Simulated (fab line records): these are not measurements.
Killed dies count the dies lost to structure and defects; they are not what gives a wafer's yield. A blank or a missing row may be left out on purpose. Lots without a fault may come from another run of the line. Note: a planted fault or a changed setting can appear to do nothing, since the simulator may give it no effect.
2 desks, one fault -- flow sky130 -- only its own numbers are on each desk; what lay behind them is given at the end

== FROM THE METROLOGY DESK ==
Lot by lot, what the gauges showed, no matter which tool ran the lot: averages of those sampled wafers that carry a number. A lot is out of limits, marked OUT, if its mean lies more than 4 standard deviations from the usual mean; the brackets give that distance.
Columns: A = PWDE_TW at SKY_PWDE_TW_MEAS_10, usual 371.5; B = PWDE_RS at SKY_NWELL_RS_MEAS_31, usual 5279 ohm/sq
lot,first seen here,A,B
L279,day 4 14:56,368.3,5278
L280,day 4 20:07,370.2,5265
L281,day 4 20:27,370.6,5275
L282,day 5 07:49,372.6,5272
L283,day 5 16:05,371.3,5247
L284,day 5 16:11,394.0 (+10) OUT,4640 (-43) OUT
L287,day 6 11:11,399.3 (+13) OUT,4646 (-42) OUT
L295,day 8 05:11,372.2,5274
L296,day 8 14:44,371.6,5285
L297,day 8 18:32,370.7,5302
L299,day 9 02:18,376.7,5278
This desk's finding: out of limits on L284, L287; first on L284, day 5 16:11 (PWDE_TW at SKY_PWDE_TW_MEAS_10). L279, L280, L281, L282, L283, L295, L296, L297, L299: within limits.

== THE TOOL OWNER'S DESK: implanter-01 ==
SKY_PWDE_IMPLANT_08, tool's own readings: per-lot mean of the sampled wafers with a number, covering each lot this tool ran. A lot is out of limits, marked OUT, if its mean lies more than 4 standard deviations from the usual mean; the brackets give that distance.
Columns: A = beam-on-s at SKY_PWDE_IMPLANT_08, usual 10.01 s; B = faraday-current-uA at SKY_PWDE_IMPLANT_08, usual 20.3
lot,first seen here,A,B
L280,day 4 19:54,10.04,20.2
L282,day 5 07:34,9.93,20.5
L284,day 5 15:53,12.23 (+10) OUT,17.1 (-7.4) OUT
L287,day 6 10:56,11.95 (+8.8) OUT,17.4 (-6.6) OUT
L296,day 8 14:31,10.07,20.2
L299,day 9 02:03,9.90,20.4
Finding of this desk: L284, L287 out of limits; the first was L284 at day 5 15:53, on beam-on-s at SKY_PWDE_IMPLANT_08. L280, L282, L296, L299: within limits.

== ALL TOGETHER ==
On L284, L287, at day 5 15:53, an alarm was possible from the tool owner's desk.
On L284, L287, the metrology desk was in a position to raise an alarm at day 5 16:11.
SKY_PWDE_IMPLANT_08 was run on implanter-01 by each of the lots named.

== WHAT HAD BEEN PUT IN BY THE SIMULATOR ==
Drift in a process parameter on implanter-01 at SKY_PWDE_IMPLANT_08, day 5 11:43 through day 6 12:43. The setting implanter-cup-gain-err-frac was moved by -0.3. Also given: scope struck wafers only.
Shown lots that were struck: L284, L287.
Counting hours from when the fault started, the first reading out of limits came at 4 for the tool owner's desk and at 4 for the metrology desk.
